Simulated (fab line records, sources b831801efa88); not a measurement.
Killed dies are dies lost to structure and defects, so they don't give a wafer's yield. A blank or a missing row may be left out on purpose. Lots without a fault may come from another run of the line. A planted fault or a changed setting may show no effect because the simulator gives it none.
Problem report in the 8D (eight disciplines) form, filled by code | flow gf180mcu | the parts of the form that need people (team, actions taken, sign-off) are left out

1. THE PROBLEM
LVPWELL_TW at GF_LVPWELL_TW_MEAS_11 reads a mean of 403 on 3 wafers of 1 lot; wafers without a fault read 560 with a standard deviation of 4. That is -39 standard deviations from the usual mean.
First seen on wafer L711.2, day 8 02:01, on film_metro-01. The record holds 39 wafers of 13 lots with a number at this step. Rule for "out", or "out of limits": more than 4 standard deviations from the usual mean. The other wafers with a number count as sound.

2. WHAT IT IS AND WHAT IT IS NOT
question                    | is                     | is not
which readings at this step | LVPWELL_TW             | -
which lots                  | L711                   | L695, L696, L700, L701, L702, L703, L704, L705, L706, L707, L710, L716
which wafers of those lots  | all that have a number | -
read on which gauges        | film_metro-01          | film_metro-02, film_metro-03
when                        | from day 8 02:01       | up to then (33 sound wafers); but 3 sound wafers of L716 came after

3. SUSPECTS, AND WHAT RULES EACH OUT
Counting: a tool at a process step up to the reading stays a suspect if it ran every lot that is out and no sound lot after the first of them.
- the gauge at GF_LVPWELL_TW_MEAS_11: ruled out. All the wafers that are out were read on film_metro-01, but those of them that GF_NWELL_STRIP_10 has rows for are out there too, on other tools.
- plasma_asher-01 at GF_NWELL_STRIP_10 (strips in O2/N2): kept. It ran the lot that is out, L711 (day 7 09:05), and no sound lot after that; its last sound lot up to then is L707 (day 6 16:07). Its own readings are out on those wafers: oes_product_au.
- plasma_asher-04 at GF_LVPWELL_STRIP_10 (strips in O2/N2): ruled out as a lasting fault. Sound lots L716 ran on it after its first lot that is out, L711 (day 8 01:53).
Left after counting: plasma_asher-01 at GF_NWELL_STRIP_10.

4. THE CAUSE (what the simulator had put in)
Strip aborted: plasma_asher-01, from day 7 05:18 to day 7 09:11, at GF_NWELL_STRIP_10. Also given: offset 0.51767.
Counting left only this tool.

5. THE CHAIN OF EFFECTS, in route order
Each row: a reading whose mean over the struck wafers that have a number lies more than 3 standard deviations from the usual. Only readings for which the record gives a usual standard deviation are gone through. hours: the time from each lot's start at the first step in this table that gives one to its start at this step, as a median over the lots. sigmas: the change in usual standard deviations.
hours | step                  | reading                  | usual      | on struck wafers | change | sigmas
0     | GF_NWELL_STRIP_10     | oes_product_au           | 0.722 a.u. | 0.959            | +0.237 | +49
17    | GF_LVPWELL_STRIP_10   | strip_time_to_endpoint_s | 36.93 s    | 47.15            | +10.22 | +99 or more
17    | GF_LVPWELL_TW_MEAS_11 | LVPWELL_TW               | 560        | 403              | -157   | -39
The process steps in it:
- GF_NWELL_STRIP_10: strips in O2/N2.
- GF_LVPWELL_STRIP_10: strips in O2/N2.
Readings that are blank on the struck wafers while sound wafers have them: strip_time_to_endpoint_s at GF_NWELL_STRIP_10.
Later measuring or inspecting steps at which every struck wafer that the step has a row for has a number for every such reading, and none has moved that far: GF_VT_IMPLANT_OVL_MEAS_18.

6. WHAT WOULD HAVE CAUGHT IT SOONER
In this record the first reading out of limits at a measuring or inspecting step was taken at day 8 02:01, 21 hours after the fault began at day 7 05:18.
The tool's own readings at GF_NWELL_STRIP_10 were out on every struck wafer that the step has a row for (oes_product_au): an alarm limit on them would have fired on the first of those.
All the lots that are out (1) had begun GF_NWELL_STRIP_10 on plasma_asher-01 by day 8 02:01. A hold on the tool at that time would have spared none of them.
